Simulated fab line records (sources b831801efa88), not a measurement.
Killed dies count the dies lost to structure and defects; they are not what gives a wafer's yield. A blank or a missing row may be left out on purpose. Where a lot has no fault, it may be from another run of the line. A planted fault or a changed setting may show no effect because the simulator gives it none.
2 desks looking at one fault ; flow gf180mcu ; every desk sees just its own numbers, and what lay behind them comes last

TOOL OWNER'S DESK, lpcvd-01
The tool's own readings at GF_POLY_GATE_CVD_00 (deposits poly-Si, target thk 200 nm, time 1200 s): means of the sampled wafers that have a number, for each lot that ran on this tool. The brackets show how far a lot's mean lies from the usual mean; more than 4 standard deviations puts the lot out of limits, marked OUT.
Columns: A = spike-tc-centre-C at GF_POLY_GATE_CVD_00, usual 621.1 C; B = zone-power-centre-pct at GF_POLY_GATE_CVD_00, usual 9.1 %
lot;first seen here;A;B
L846;day 8 22:40;619.8;10.4
L847;day 9 06:17;619.1;9.4
L848;day 9 12:57;619.7;9.4
L849;day 9 20:34;619.5;9.4
L856;day 12 02:08;619.7;9.4
L865;day 14 09:08;619.9;9.4
This desk's verdict: no lot among the 6 shows anything out of limits.

FROM THE METROLOGY DESK
Lot by lot, what the gauges showed, no matter which tool ran the lot: averages of those sampled wafers that carry a number. The brackets show how far a lot's mean lies from the usual mean; more than 4 standard deviations puts the lot out of limits, marked OUT.
Columns: A = VT_IMPLANT_OVL at GF_VT_IMPLANT_OVL_MEAS_07, usual 0.6 nm; B = POLY_GATE_CVD_00_THK at GF_POLY_GATE_THK_MEAS_01, usual 200.3 nm; C = cd-nm at GF_POLY_GATE_CD_MEAS_18, usual 279.7 nm
lot;first seen here;A;B;C
L844;day 5 14:52;0.7;201.6;281.2
L846;day 6 02:14;1.4;201.3;282.2
L847;day 6 08:25;-0.5;202.1;282.7
L848;day 6 15:14;0.4;203.8;281.2
L849;day 6 22:02;-0.9;199.4;277.8
L851;day 7 11:22;2.3;201.3;279.5
L856;day 8 17:40;2.2;208.8 (+4.5) OUT;280.0
L862;day 10 05:23;0.6;201.4;277.4
L863;day 10 13:07;2.6;199.7;280.6
L864;day 10 17:26;-0.6;198.5;279.0
L865;day 10 22:26;-0.1;200.4;280.9
L866;day 11 05:29;0.1;200.2;278.5
L867;day 11 12:14;-1.0;202.1;278.6
This desk reports L856 out of limits; the earliest was L856 at day 12 03:28 (POLY_GATE_CVD_00_THK at GF_POLY_GATE_THK_MEAS_01). Within limits: L844, L846, L847, L848, L849, L851, L862, L863, L864, L865, L866, L867.

PUT TOGETHER
An alarm was possible from the metrology desk at day 12 03:28, on L856.
Nothing out of limits was seen by the tool owner's desk.
On record at the tool owner's desk: L856, within its limits.
The lots listed all ran GF_POLY_GATE_CVD_00 on lpcvd-01.

WHAT THE SIMULATOR HAD PUT IN
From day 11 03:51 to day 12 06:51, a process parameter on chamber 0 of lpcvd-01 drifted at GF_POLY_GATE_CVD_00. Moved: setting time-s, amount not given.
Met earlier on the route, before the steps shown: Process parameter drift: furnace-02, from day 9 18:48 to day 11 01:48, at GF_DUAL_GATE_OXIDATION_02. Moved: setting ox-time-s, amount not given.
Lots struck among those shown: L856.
Hours from the fault's start to each desk's first reading out of limits: the metrology desk, 24.
